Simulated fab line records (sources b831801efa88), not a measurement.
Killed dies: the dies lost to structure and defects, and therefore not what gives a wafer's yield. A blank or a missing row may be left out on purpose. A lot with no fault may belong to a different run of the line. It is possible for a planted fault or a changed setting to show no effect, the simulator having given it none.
fab line records :: flow gf180mcu
record
  lots=13
  wafers=39
  lastDay=34
route steps=602 shown HV_LDD@230 SAB@274 M1@330 V1@336
lots that met no fault: from a run of the same line without faults
startH: the number of hours between the record's first day and the start of the first shown wafer of the lot :: waitH: hours elapsed since this lot's preceding step :: " identical to the entry in the row above :: L1.1+2: one row covering several wafers at once :: - either no value or no given start :: * or withheld: withheld :: < > ~ a bound
route shown NAME@n: NAME is a module with steps in the file, n the number in the route of the first one :: usual: mean/standard deviation of fault-free wafers :: same: alike in all rows :: chamber/n: place in a boat :: sites: per-site readings :: _std_site: their standard deviation :: _edge_site: the outer-site mean with the inner-site mean subtracted :: radiusMm: for every site, how far away it sits from the centre of the wafer :: mask NAME#n: copy n :: behind: the last tool/chamber to shape the wafer :: hold: what put the lot on hold/how long, in hours/how the hold closed :: device: which transistor (n, p or np) failed to switch :: end of line: the route-end tests of the same wafers :: for a step that has no rows: nothing shown but its recipe :: killed: dies that structure and defects cost at the first sort, which is not the same as the wafer's yield :: map: per-die view of a wafer (x killed, . not killed, _ where there is no die)
set.NAME: setting as actually run; set.NAME@STEP: the setting as run at that earlier step :: model.NAME: the simulator's own value behind a step, which no gauge read
steps of the route over a sample of lots; a table a step, a row a wafer
services: when a tool's chamber went out of use (startH, in hours from the record's first day, below 0 if earlier), for how many hours, and the reason
## steps
# step GF_HV_LDD_CVD_54
# recipe
  material=SiO2
  targetThkNm=10
  precursor=TEOS
  tempC=680
  timeS=75
  pressureMtorr=400
# usual
  spikeTcTopC=695.7/1.8
  zonePowerLowerPct=10.3/0.76
lot.wafer: L344.1
tool: lpcvd-01
chamber: 1
startH: 270.45
waitH: 0.1
spikeTcTopC: 697.4
zonePowerLowerPct: 9.0

lot.wafer: L344.2
tool: lpcvd-01
chamber: 1
startH: 270.45
waitH: 0.1
spikeTcTopC: 696.3
zonePowerLowerPct: 9.0

lot.wafer: L344.3
tool: lpcvd-01
chamber: 1
startH: 270.45
waitH: 0.1
spikeTcTopC: 696.0
zonePowerLowerPct: 9.0

lot.wafer: L345.1
tool: lpcvd-02
chamber: 0
startH: 278.28
waitH: 0.1
spikeTcTopC: 693.8
zonePowerLowerPct: 10.7

lot.wafer: L345.2
tool: lpcvd-02
chamber: 0
startH: 278.28
waitH: 0.1
spikeTcTopC: 692.5
zonePowerLowerPct: 10.5

lot.wafer: L345.5
tool: lpcvd-02
chamber: 0
startH: 278.28
waitH: 0.1
spikeTcTopC: 695.5
zonePowerLowerPct: 10.6

lot.wafer: L346.1
tool: lpcvd-01
chamber: 0
startH: 289.98
waitH: 0.1
spikeTcTopC: 697.6
zonePowerLowerPct: 11.1

lot.wafer: L346.4
tool: lpcvd-01
chamber: 0
startH: 289.98
waitH: 0.1
spikeTcTopC: 697.0
zonePowerLowerPct: 11.1

lot.wafer: L346.5
tool: lpcvd-01
chamber: 0
startH: 289.98
waitH: 0.1
spikeTcTopC: 697.5
zonePowerLowerPct: 11.0

lot.wafer: L348.1
tool: lpcvd-01
chamber: 1
startH: 306.53
waitH: 0.1
spikeTcTopC: 696.2
zonePowerLowerPct: 9.0

lot.wafer: L348.3
tool: lpcvd-01
chamber: 1
startH: 306.53
waitH: 0.1
spikeTcTopC: 696.2
zonePowerLowerPct: 9.0

lot.wafer: L348.6
tool: lpcvd-01
chamber: 1
startH: 306.53
waitH: 0.1
spikeTcTopC: 697.1
zonePowerLowerPct: 9.1

lot.wafer: L349.2
tool: lpcvd-02
chamber: 0
startH: 312.73
waitH: 0.1
spikeTcTopC: 694.4
zonePowerLowerPct: 10.8

lot.wafer: L349.4
tool: lpcvd-02
chamber: 0
startH: 312.73
waitH: 0.1
spikeTcTopC: 693.9
zonePowerLowerPct: 10.7

lot.wafer: L349.5
tool: lpcvd-02
chamber: 0
startH: 312.73
waitH: 0.1
spikeTcTopC: 694.3
zonePowerLowerPct: 10.7

lot.wafer: L355.1
tool: lpcvd-02
chamber: 0
startH: 361.58
waitH: 0.1
spikeTcTopC: 692.5
zonePowerLowerPct: 10.8

lot.wafer: L355.4
tool: lpcvd-02
chamber: 0
startH: 361.58
waitH: 0.1
spikeTcTopC: 692.7
zonePowerLowerPct: 10.8

lot.wafer: L355.6
tool: lpcvd-02
chamber: 0
startH: 361.58
waitH: 0.1
spikeTcTopC: 694.3
zonePowerLowerPct: 10.9

lot.wafer: L357.3
tool: lpcvd-02
chamber: 1
startH: 376.80
waitH: 0.1
spikeTcTopC: 695.4
zonePowerLowerPct: 10.5

lot.wafer: L357.4
tool: lpcvd-02
chamber: 1
startH: 376.80
waitH: 0.1
spikeTcTopC: 694.6
zonePowerLowerPct: 10.5

lot.wafer: L357.6
tool: lpcvd-02
chamber: 1
startH: 376.80
waitH: 0.1
spikeTcTopC: 694.3
zonePowerLowerPct: 10.7

lot.wafer: L362.1
tool: lpcvd-01
chamber: 0
startH: 419.73
waitH: 0.1
spikeTcTopC: 699.2
zonePowerLowerPct: 11.0

lot.wafer: L362.3
tool: lpcvd-01
chamber: 0
startH: 419.73
waitH: 0.1
spikeTcTopC: 695.8
zonePowerLowerPct: 11.2

lot.wafer: L362.5
tool: lpcvd-01
chamber: 0
startH: 419.73
waitH: 0.1
spikeTcTopC: 696.7
zonePowerLowerPct: 10.8

lot.wafer: L363.3
tool: lpcvd-01
chamber: 0
startH: 428.48
waitH: 0.1
spikeTcTopC: 698.9
zonePowerLowerPct: 10.9

lot.wafer: L363.4
tool: lpcvd-01
chamber: 0
startH: 428.48
waitH: 0.1
spikeTcTopC: 699.4
zonePowerLowerPct: 11.1

lot.wafer: L363.5
tool: lpcvd-01
chamber: 0
startH: 428.48
waitH: 0.1
spikeTcTopC: 699.4
zonePowerLowerPct: 11.1

lot.wafer: L364.3
tool: lpcvd-01
chamber: 1
startH: 439.05
waitH: 0.1
spikeTcTopC: 696.5
zonePowerLowerPct: 9.1

lot.wafer: L364.5
tool: lpcvd-01
chamber: 1
startH: 439.05
waitH: 0.1
spikeTcTopC: 695.5
zonePowerLowerPct: 9.0

lot.wafer: L364.6
tool: lpcvd-01
chamber: 1
startH: 439.05
waitH: 0.1
spikeTcTopC: 696.4
zonePowerLowerPct: 8.9

lot.wafer: L365.1
tool: lpcvd-01
chamber: 1
startH: 450.20
waitH: 0.1
spikeTcTopC: 697.3
zonePowerLowerPct: 9.1

lot.wafer: L365.3
tool: lpcvd-01
chamber: 1
startH: 450.20
waitH: 0.1
spikeTcTopC: 695.7
zonePowerLowerPct: 9.1

lot.wafer: L365.6
tool: lpcvd-01
chamber: 1
startH: 450.20
waitH: 0.1
spikeTcTopC: 695.4
zonePowerLowerPct: 9.1

lot.wafer: L366.2
tool: lpcvd-02
chamber: 1
startH: 452.73
waitH: 0.1
spikeTcTopC: 694.6
zonePowerLowerPct: 10.6

lot.wafer: L366.3
tool: lpcvd-02
chamber: 1
startH: 452.73
waitH: 0.1
spikeTcTopC: 695.4
zonePowerLowerPct: 10.5

lot.wafer: L366.5
tool: lpcvd-02
chamber: 1
startH: 452.73
waitH: 0.1
spikeTcTopC: 693.9
zonePowerLowerPct: 10.7

lot.wafer: L367.1
tool: lpcvd-01
chamber: 0
startH: 459.18
waitH: 0.1
spikeTcTopC: 697.0
zonePowerLowerPct: 11.0

lot.wafer: L367.5
tool: lpcvd-01
chamber: 0
startH: 459.18
waitH: 0.1
spikeTcTopC: 697.5
zonePowerLowerPct: 11.0

lot.wafer: L367.6
tool: lpcvd-01
chamber: 0
startH: 459.18
waitH: 0.1
spikeTcTopC: 697.6
zonePowerLowerPct: 10.9
# step GF_HV_LDD_THK_MEAS_55
# recipe
  reads=SiO2_of_HV_LDD_CVD_54
# usual
  HV_LDD_CVD_54_THK=10.05/0.15
lot.wafer: L344.1
tool: filmMetro-03
chamber: -
startH: 271.47
waitH: 0.0
HV_LDD_CVD_54_THK[nm]: 10.04

lot.wafer: L344.2
tool: filmMetro-03
chamber: -
startH: 271.47
waitH: 0.0
HV_LDD_CVD_54_THK[nm]: 10.03

lot.wafer: L344.3
tool: filmMetro-03
chamber: -
startH: 271.47
waitH: 0.0
HV_LDD_CVD_54_THK[nm]: 10.02

lot.wafer: L345.1
tool: filmMetro-04
chamber: -
startH: 279.30
waitH: 0.0
HV_LDD_CVD_54_THK[nm]: 10.19

lot.wafer: L345.2
tool: filmMetro-04
chamber: -
startH: 279.30
waitH: 0.0
HV_LDD_CVD_54_THK[nm]: 10.19

lot.wafer: L345.5
tool: filmMetro-04
chamber: -
startH: 279.30
waitH: 0.0
HV_LDD_CVD_54_THK[nm]: 10.11

lot.wafer: L346.1
tool: filmMetro-03
chamber: -
startH: 291.51
waitH: 0.0
HV_LDD_CVD_54_THK[nm]: 10.06

lot.wafer: L346.4
tool: filmMetro-03
chamber: -
startH: 291.51
waitH: 0.0
HV_LDD_CVD_54_THK[nm]: 10.24

lot.wafer: L346.5
tool: filmMetro-03
chamber: -
startH: 291.51
waitH: 0.0
HV_LDD_CVD_54_THK[nm]: 10.10

lot.wafer: L348.1
tool: filmMetro-02
chamber: -
startH: 307.55
waitH: 0.0
HV_LDD_CVD_54_THK[nm]: 9.93

lot.wafer: L348.3
tool: filmMetro-02
chamber: -
startH: 307.55
waitH: 0.0
HV_LDD_CVD_54_THK[nm]: 9.94

lot.wafer: L348.6
tool: filmMetro-02
chamber: -
startH: 307.55
waitH: 0.0
HV_LDD_CVD_54_THK[nm]: 9.86

lot.wafer: L349.2
tool: filmMetro-02
chamber: -
startH: 313.76
waitH: 0.0
HV_LDD_CVD_54_THK[nm]: 9.76

lot.wafer: L349.4
tool: filmMetro-02
chamber: -
startH: 313.76
waitH: 0.0
HV_LDD_CVD_54_THK[nm]: 10.00

lot.wafer: L349.5
tool: filmMetro-02
chamber: -
startH: 313.76
waitH: 0.0
HV_LDD_CVD_54_THK[nm]: 9.88

lot.wafer: L355.1
tool: filmMetro-03
chamber: -
startH: 362.60
waitH: 0.0
HV_LDD_CVD_54_THK[nm]: 6.21

lot.wafer: L355.4
tool: filmMetro-03
chamber: -
startH: 362.60
waitH: 0.0
HV_LDD_CVD_54_THK[nm]: 6.19

lot.wafer: L355.6
tool: filmMetro-03
chamber: -
startH: 362.60
waitH: 0.0
HV_LDD_CVD_54_THK[nm]: 6.25

lot.wafer: L357.3
tool: filmMetro-03
chamber: -
startH: 377.84
waitH: 0.0
HV_LDD_CVD_54_THK[nm]: 10.28

lot.wafer: L357.4
tool: filmMetro-03
chamber: -
startH: 377.84
waitH: 0.0
HV_LDD_CVD_54_THK[nm]: 10.21

lot.wafer: L357.6
tool: filmMetro-03
chamber: -
startH: 377.84
waitH: 0.0
HV_LDD_CVD_54_THK[nm]: 10.35

lot.wafer: L362.1
tool: filmMetro-04
chamber: -
startH: 421.26
waitH: 0.0
HV_LDD_CVD_54_THK[nm]: 9.89

lot.wafer: L362.3
tool: filmMetro-04
chamber: -
startH: 421.26
waitH: 0.0
HV_LDD_CVD_54_THK[nm]: 9.84

lot.wafer: L362.5
tool: filmMetro-04
chamber: -
startH: 421.26
waitH: 0.0
HV_LDD_CVD_54_THK[nm]: 9.89

lot.wafer: L363.3
tool: filmMetro-02
chamber: -
startH: 430.03
waitH: 0.0
HV_LDD_CVD_54_THK[nm]: 9.91

lot.wafer: L363.4
tool: filmMetro-02
chamber: -
startH: 430.03
waitH: 0.0
HV_LDD_CVD_54_THK[nm]: 10.00

lot.wafer: L363.5
tool: filmMetro-02
chamber: -
startH: 430.03
waitH: 0.0
HV_LDD_CVD_54_THK[nm]: 10.02

lot.wafer: L364.3
tool: filmMetro-03
chamber: -
startH: 440.60
waitH: 0.0
HV_LDD_CVD_54_THK[nm]: 9.96

lot.wafer: L364.5
tool: filmMetro-03
chamber: -
startH: 440.60
waitH: 0.0
HV_LDD_CVD_54_THK[nm]: 10.09

lot.wafer: L364.6
tool: filmMetro-03
chamber: -
startH: 440.60
waitH: 0.0
HV_LDD_CVD_54_THK[nm]: 10.05

lot.wafer: L365.1
tool: filmMetro-02
chamber: -
startH: 451.22
waitH: 0.0
HV_LDD_CVD_54_THK[nm]: 10.31

lot.wafer: L365.3
tool: filmMetro-02
chamber: -
startH: 451.22
waitH: 0.0
HV_LDD_CVD_54_THK[nm]: 10.20

lot.wafer: L365.6
tool: filmMetro-02
chamber: -
startH: 451.22
waitH: 0.0
HV_LDD_CVD_54_THK[nm]: 10.18

lot.wafer: L366.2
tool: filmMetro-03
chamber: -
startH: 453.76
waitH: 0.0
HV_LDD_CVD_54_THK[nm]: 10.10

lot.wafer: L366.3
tool: filmMetro-03
chamber: -
startH: 453.76
waitH: 0.0
HV_LDD_CVD_54_THK[nm]: 10.16

lot.wafer: L366.5
tool: filmMetro-03
chamber: -
startH: 453.76
waitH: 0.0
HV_LDD_CVD_54_THK[nm]: 10.05

lot.wafer: L367.1
tool: filmMetro-03
chamber: -
startH: 460.20
waitH: 0.0
HV_LDD_CVD_54_THK[nm]: 9.97

lot.wafer: L367.5
tool: filmMetro-03
chamber: -
startH: 460.20
waitH: 0.0
HV_LDD_CVD_54_THK[nm]: 10.00

lot.wafer: L367.6
tool: filmMetro-03
chamber: -
startH: 460.20
waitH: 0.0
HV_LDD_CVD_54_THK[nm]: 10.03
# step GF_SAB_OVL_MEAS_10
# usual
  SAB_OVL=-0.6/1.5
lot.wafer: L344.1
tool: overlay-02
chamber: -
startH: 335.59
waitH: 0.1
SAB_OVL[nm]: -3.4

lot.wafer: L344.2
tool: overlay-02
chamber: -
startH: 335.59
waitH: 0.1
SAB_OVL[nm]: -2.7

lot.wafer: L344.3
tool: overlay-02
chamber: -
startH: 335.59
waitH: 0.1
SAB_OVL[nm]: -3.1

lot.wafer: L345.1
tool: overlay-02
chamber: -
startH: 342.79
waitH: 0.1
SAB_OVL[nm]: 1.5

lot.wafer: L345.2
tool: overlay-02
chamber: -
startH: 342.79
waitH: 0.1
SAB_OVL[nm]: -0.8

lot.wafer: L345.5
tool: overlay-02
chamber: -
startH: 342.79
waitH: 0.1
SAB_OVL[nm]: -0.8

lot.wafer: L346.1
tool: overlay-02
chamber: -
startH: 357.59
waitH: 0.1
SAB_OVL[nm]: 0.3

lot.wafer: L346.4
tool: overlay-02
chamber: -
startH: 357.59
waitH: 0.1
SAB_OVL[nm]: -0.5

lot.wafer: L346.5
tool: overlay-02
chamber: -
startH: 357.59
waitH: 0.1
SAB_OVL[nm]: -1.6

lot.wafer: L348.1
tool: overlay-02
chamber: -
startH: 374.39
waitH: 0.1
SAB_OVL[nm]: 0.7

lot.wafer: L348.3
tool: overlay-02
chamber: -
startH: 374.39
waitH: 0.1
SAB_OVL[nm]: -0.5

lot.wafer: L348.6
tool: overlay-02
chamber: -
startH: 374.39
waitH: 0.1
SAB_OVL[nm]: 1.3

lot.wafer: L349.2
tool: overlay-01
chamber: -
startH: 381.75
waitH: 0.1
SAB_OVL[nm]: 3.1

lot.wafer: L349.4
tool: overlay-01
chamber: -
startH: 381.75
waitH: 0.1
SAB_OVL[nm]: 1.3

lot.wafer: L349.5
tool: overlay-01
chamber: -
startH: 381.75
waitH: 0.1
SAB_OVL[nm]: 1.6

lot.wafer: L355.1
tool: overlay-02
chamber: -
startH: 433.64
waitH: 0.1
SAB_OVL[nm]: 1.4

lot.wafer: L355.4
tool: overlay-02
chamber: -
startH: 433.64
waitH: 0.1
SAB_OVL[nm]: -1.0

lot.wafer: L355.6
tool: overlay-02
chamber: -
startH: 433.64
waitH: 0.1
SAB_OVL[nm]: 0.2

lot.wafer: L357.3
tool: overlay-02
chamber: -
startH: 451.35
waitH: 0.1
SAB_OVL[nm]: -0.7

lot.wafer: L357.4
tool: overlay-02
chamber: -
startH: 451.35
waitH: 0.1
SAB_OVL[nm]: -1.6

lot.wafer: L357.6
tool: overlay-02
chamber: -
startH: 451.35
waitH: 0.1
SAB_OVL[nm]: -1.4

lot.wafer: L362.1
tool: overlay-01
chamber: -
startH: 495.51
waitH: 0.1
SAB_OVL[nm]: -2.4

lot.wafer: L362.3
tool: overlay-01
chamber: -
startH: 495.51
waitH: 0.1
SAB_OVL[nm]: -2.0

lot.wafer: L362.5
tool: overlay-01
chamber: -
startH: 495.51
waitH: 0.1
SAB_OVL[nm]: -1.1

lot.wafer: L363.3
tool: overlay-01
chamber: -
startH: 505.40
waitH: 0.1
SAB_OVL[nm]: 1.0

lot.wafer: L363.4
tool: overlay-01
chamber: -
startH: 505.40
waitH: 0.1
SAB_OVL[nm]: 0.7

lot.wafer: L363.5
tool: overlay-01
chamber: -
startH: 505.40
waitH: 0.1
SAB_OVL[nm]: 0.5

lot.wafer: L364.3
tool: overlay-01
chamber: -
startH: 515.53
waitH: 0.1
SAB_OVL[nm]: -1.3

lot.wafer: L364.5
tool: overlay-01
chamber: -
startH: 515.53
waitH: 0.1
SAB_OVL[nm]: -1.3

lot.wafer: L364.6
tool: overlay-01
chamber: -
startH: 515.53
waitH: 0.1
SAB_OVL[nm]: 0.0

lot.wafer: L365.1
tool: overlay-01
chamber: -
startH: 524.49
waitH: 0.1
SAB_OVL[nm]: -0.3

lot.wafer: L365.3
tool: overlay-01
chamber: -
startH: 524.49
waitH: 0.1
SAB_OVL[nm]: -0.6

lot.wafer: L365.6
tool: overlay-01
chamber: -
startH: 524.49
waitH: 0.1
SAB_OVL[nm]: 0.0

lot.wafer: L366.2
tool: overlay-01
chamber: -
startH: 527.05
waitH: 0.1
SAB_OVL[nm]: -3.5

lot.wafer: L366.3
tool: overlay-01
chamber: -
startH: 527.05
waitH: 0.1
SAB_OVL[nm]: -3.1

lot.wafer: L366.5
tool: overlay-01
chamber: -
startH: 527.05
waitH: 0.1
SAB_OVL[nm]: -2.1

lot.wafer: L367.1
tool: overlay-02
chamber: -
startH: 533.14
waitH: 0.1
SAB_OVL[nm]: -3.4

lot.wafer: L367.5
tool: overlay-02
chamber: -
startH: 533.14
waitH: 0.1
SAB_OVL[nm]: -2.7

lot.wafer: L367.6
tool: overlay-02
chamber: -
startH: 533.14
waitH: 0.1
SAB_OVL[nm]: -2.5
# step GF_M1_OVL_MEAS_15
# usual
  M1_OVL=-3/5.5
lot.wafer: L344.1
tool: overlay-02
chamber: -
startH: 383.24
waitH: 0.1
M1_OVL[nm]: -3

lot.wafer: L344.2
tool: overlay-02
chamber: -
startH: 383.24
waitH: 0.1
M1_OVL[nm]: -3

lot.wafer: L344.3
tool: overlay-02
chamber: -
startH: 383.24
waitH: 0.1
M1_OVL[nm]: 5

lot.wafer: L345.1
tool: overlay-01
chamber: -
startH: 391.32
waitH: 0.1
M1_OVL[nm]: 5

lot.wafer: L345.2
tool: overlay-01
chamber: -
startH: 391.32
waitH: 0.1
M1_OVL[nm]: -2

lot.wafer: L345.5
tool: overlay-01
chamber: -
startH: 391.32
waitH: 0.1
M1_OVL[nm]: -4

lot.wafer: L346.1
tool: overlay-01
chamber: -
startH: 406.20
waitH: 0.1
M1_OVL[nm]: -9

lot.wafer: L346.4
tool: overlay-01
chamber: -
startH: 406.20
waitH: 0.1
M1_OVL[nm]: -10

lot.wafer: L346.5
tool: overlay-01
chamber: -
startH: 406.20
waitH: 0.1
M1_OVL[nm]: -9

lot.wafer: L348.1
tool: overlay-01
chamber: -
startH: 424.29
waitH: 0.1
M1_OVL[nm]: -6

lot.wafer: L348.3
tool: overlay-01
chamber: -
startH: 424.29
waitH: 0.1
M1_OVL[nm]: -4

lot.wafer: L348.6
tool: overlay-01
chamber: -
startH: 424.29
waitH: 0.1
M1_OVL[nm]: -2

lot.wafer: L349.2
tool: overlay-01
chamber: -
startH: 432.75
waitH: 0.1
M1_OVL[nm]: 1

lot.wafer: L349.4
tool: overlay-01
chamber: -
startH: 432.75
waitH: 0.1
M1_OVL[nm]: 0

lot.wafer: L349.5
tool: overlay-01
chamber: -
startH: 432.75
waitH: 0.1
M1_OVL[nm]: 3

lot.wafer: L355.1
tool: overlay-01
chamber: -
startH: 484.69
waitH: 0.1
M1_OVL[nm]: -5

lot.wafer: L355.4
tool: overlay-01
chamber: -
startH: 484.69
waitH: 0.1
M1_OVL[nm]: 0

lot.wafer: L355.6
tool: overlay-01
chamber: -
startH: 484.69
waitH: 0.1
M1_OVL[nm]: 1

lot.wafer: L357.3
tool: overlay-01
chamber: -
startH: 501.81
waitH: 0.1
M1_OVL[nm]: 2

lot.wafer: L357.4
tool: overlay-01
chamber: -
startH: 501.81
waitH: 0.1
M1_OVL[nm]: 3

lot.wafer: L357.6
tool: overlay-01
chamber: -
startH: 501.81
waitH: 0.1
M1_OVL[nm]: 0

lot.wafer: L362.1
tool: overlay-01
chamber: -
startH: 544.41
waitH: 0.1
M1_OVL[nm]: -4

lot.wafer: L362.3
tool: overlay-01
chamber: -
startH: 544.41
waitH: 0.1
M1_OVL[nm]: -5

lot.wafer: L362.5
tool: overlay-01
chamber: -
startH: 544.41
waitH: 0.1
M1_OVL[nm]: -7

lot.wafer: L363.3
tool: overlay-01
chamber: -
startH: 554.22
waitH: 0.1
M1_OVL[nm]: -2

lot.wafer: L363.4
tool: overlay-01
chamber: -
startH: 554.22
waitH: 0.1
M1_OVL[nm]: -7

lot.wafer: L363.5
tool: overlay-01
chamber: -
startH: 554.22
waitH: 0.1
M1_OVL[nm]: -3

lot.wafer: L364.3
tool: overlay-01
chamber: -
startH: 563.45
waitH: 0.1
M1_OVL[nm]: -2

lot.wafer: L364.5
tool: overlay-01
chamber: -
startH: 563.45
waitH: 0.1
M1_OVL[nm]: 4

lot.wafer: L364.6
tool: overlay-01
chamber: -
startH: 563.45
waitH: 0.1
M1_OVL[nm]: -7

lot.wafer: L365.1
tool: overlay-02
chamber: -
startH: 572.51
waitH: 0.1
M1_OVL[nm]: -13

lot.wafer: L365.3
tool: overlay-02
chamber: -
startH: 572.51
waitH: 0.1
M1_OVL[nm]: -9

lot.wafer: L365.6
tool: overlay-02
chamber: -
startH: 572.51
waitH: 0.1
M1_OVL[nm]: -18

lot.wafer: L366.2
tool: overlay-01
chamber: -
startH: 573.79
waitH: 0.1
M1_OVL[nm]: 2

lot.wafer: L366.3
tool: overlay-01
chamber: -
startH: 573.79
waitH: 0.1
M1_OVL[nm]: 3

lot.wafer: L366.5
tool: overlay-01
chamber: -
startH: 573.79
waitH: 0.1
M1_OVL[nm]: -2

lot.wafer: L367.1
tool: overlay-01
chamber: -
startH: 579.74
waitH: 0.1
M1_OVL[nm]: 3

lot.wafer: L367.5
tool: overlay-01
chamber: -
startH: 579.74
waitH: 0.1
M1_OVL[nm]: 1

lot.wafer: L367.6
tool: overlay-01
chamber: -
startH: 579.74
waitH: 0.1
M1_OVL[nm]: 10
# step GF_V1_THK_MEAS_01
# recipe
  reads=SiO2_of_V1_CVD_00
# usual
  V1_CVD_00_THK=582/4.9
lot.wafer: L344.1
tool: filmMetro-04
chamber: -
startH: 383.99
waitH: 0.0
V1_CVD_00_THK[nm]: 574

lot.wafer: L344.2
tool: filmMetro-04
chamber: -
startH: 383.99
waitH: 0.0
V1_CVD_00_THK[nm]: 582

lot.wafer: L344.3
tool: filmMetro-04
chamber: -
startH: 383.99
waitH: 0.0
V1_CVD_00_THK[nm]: 579

lot.wafer: L345.1
tool: filmMetro-01
chamber: -
startH: 392.08
waitH: 0.0
V1_CVD_00_THK[nm]: 588

lot.wafer: L345.2
tool: filmMetro-01
chamber: -
startH: 392.08
waitH: 0.0
V1_CVD_00_THK[nm]: 581

lot.wafer: L345.5
tool: filmMetro-01
chamber: -
startH: 392.08
waitH: 0.0
V1_CVD_00_THK[nm]: 587

lot.wafer: L346.1
tool: filmMetro-01
chamber: -
startH: 406.95
waitH: 0.0
V1_CVD_00_THK[nm]: 589

lot.wafer: L346.4
tool: filmMetro-01
chamber: -
startH: 406.95
waitH: 0.0
V1_CVD_00_THK[nm]: 589

lot.wafer: L346.5
tool: filmMetro-01
chamber: -
startH: 406.95
waitH: 0.0
V1_CVD_00_THK[nm]: 589

lot.wafer: L348.1
tool: filmMetro-04
chamber: -
startH: 425.11
waitH: 0.0
V1_CVD_00_THK[nm]: 576

lot.wafer: L348.3
tool: filmMetro-04
chamber: -
startH: 425.11
waitH: 0.0
V1_CVD_00_THK[nm]: 585

lot.wafer: L348.6
tool: filmMetro-04
chamber: -
startH: 425.11
waitH: 0.0
V1_CVD_00_THK[nm]: 586

lot.wafer: L349.2
tool: filmMetro-01
chamber: -
startH: 433.52
waitH: 0.0
V1_CVD_00_THK[nm]: 589

lot.wafer: L349.4
tool: filmMetro-01
chamber: -
startH: 433.52
waitH: 0.0
V1_CVD_00_THK[nm]: 589

lot.wafer: L349.5
tool: filmMetro-01
chamber: -
startH: 433.52
waitH: 0.0
V1_CVD_00_THK[nm]: 588

lot.wafer: L355.1
tool: filmMetro-01
chamber: -
startH: 485.44
waitH: 0.0
V1_CVD_00_THK[nm]: 576

lot.wafer: L355.4
tool: filmMetro-01
chamber: -
startH: 485.44
waitH: 0.0
V1_CVD_00_THK[nm]: 579

lot.wafer: L355.6
tool: filmMetro-01
chamber: -
startH: 485.44
waitH: 0.0
V1_CVD_00_THK[nm]: 580

lot.wafer: L357.3
tool: filmMetro-04
chamber: -
startH: 502.60
waitH: 0.1
V1_CVD_00_THK[nm]: 582

lot.wafer: L357.4
tool: filmMetro-04
chamber: -
startH: 502.60
waitH: 0.1
V1_CVD_00_THK[nm]: 579

lot.wafer: L357.6
tool: filmMetro-04
chamber: -
startH: 502.60
waitH: 0.1
V1_CVD_00_THK[nm]: 577

lot.wafer: L362.1
tool: filmMetro-01
chamber: -
startH: 545.21
waitH: 0.0
V1_CVD_00_THK[nm]: 586

lot.wafer: L362.3
tool: filmMetro-01
chamber: -
startH: 545.21
waitH: 0.0
V1_CVD_00_THK[nm]: 589

lot.wafer: L362.5
tool: filmMetro-01
chamber: -
startH: 545.21
waitH: 0.0
V1_CVD_00_THK[nm]: 587

lot.wafer: L363.3
tool: filmMetro-01
chamber: -
startH: 554.99
waitH: 0.1
V1_CVD_00_THK[nm]: 581

lot.wafer: L363.4
tool: filmMetro-01
chamber: -
startH: 554.99
waitH: 0.1
V1_CVD_00_THK[nm]: 584

lot.wafer: L363.5
tool: filmMetro-01
chamber: -
startH: 554.99
waitH: 0.1
V1_CVD_00_THK[nm]: 586

lot.wafer: L364.3
tool: filmMetro-04
chamber: -
startH: 564.21
waitH: 0.1
V1_CVD_00_THK[nm]: 578

lot.wafer: L364.5
tool: filmMetro-04
chamber: -
startH: 564.21
waitH: 0.1
V1_CVD_00_THK[nm]: 578

lot.wafer: L364.6
tool: filmMetro-04
chamber: -
startH: 564.21
waitH: 0.1
V1_CVD_00_THK[nm]: 580

lot.wafer: L365.1
tool: filmMetro-03
chamber: -
startH: 573.27
waitH: 0.0
V1_CVD_00_THK[nm]: 583

lot.wafer: L365.3
tool: filmMetro-03
chamber: -
startH: 573.27
waitH: 0.0
V1_CVD_00_THK[nm]: 577

lot.wafer: L365.6
tool: filmMetro-03
chamber: -
startH: 573.27
waitH: 0.0
V1_CVD_00_THK[nm]: 586

lot.wafer: L366.2
tool: filmMetro-01
chamber: -
startH: 574.66
waitH: 0.0
V1_CVD_00_THK[nm]: 586

lot.wafer: L366.3
tool: filmMetro-01
chamber: -
startH: 574.66
waitH: 0.0
V1_CVD_00_THK[nm]: 576

lot.wafer: L366.5
tool: filmMetro-01
chamber: -
startH: 574.66
waitH: 0.0
V1_CVD_00_THK[nm]: 576

lot.wafer: L367.1
tool: filmMetro-03
chamber: -
startH: 580.69
waitH: 0.0
V1_CVD_00_THK[nm]: 579

lot.wafer: L367.5
tool: filmMetro-03
chamber: -
startH: 580.69
waitH: 0.0
V1_CVD_00_THK[nm]: 580

lot.wafer: L367.6
tool: filmMetro-03
chamber: -
startH: 580.69
waitH: 0.0
V1_CVD_00_THK[nm]: 588
## services
tool: lpcvd-02
chamber: -
startH: 262.88
hours: 2.8
kind: pm

tool: lpcvd-01
chamber: -
startH: 386.27
hours: 6.0
kind: pm
## key
firstSign
  step=GF_HV_LDD_THK_MEAS_55
  reading=HV_LDD_CVD_54_THK
  direction=down
  sigmas=26
  usual=10.05
  struck=6.22
effect none on later readings
metAt GF_HV_LDD_CVD_54
struckLots L355
struckWafers L355.1,L355.4,L355.6
testerLeftOut L355
notActingAt GF_SAB_OVL_MEAS_10,GF_M1_OVL_MEAS_15,GF_V1_THK_MEAS_01
onsetBetween 312.73 361.58
fault
  kind=processParameterDrift
  tool=lpcvd-02
  chamber=0
  onsetH=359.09
  steps=GF_HV_LDD_CVD_54
  channel=targetThkNm
  offset=-3.7182
  shape=step
  endH=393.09
  actsIn=theseRecipesOnly
  stated=10
# testerLeftOut: of these lots the tester's yield and bins aren't shown, on N5 and GAA mostly nor the transistor test; their killed dies are dies lost to structure and defects alone, not to doping, threshold or leakage, so they don't give the yield
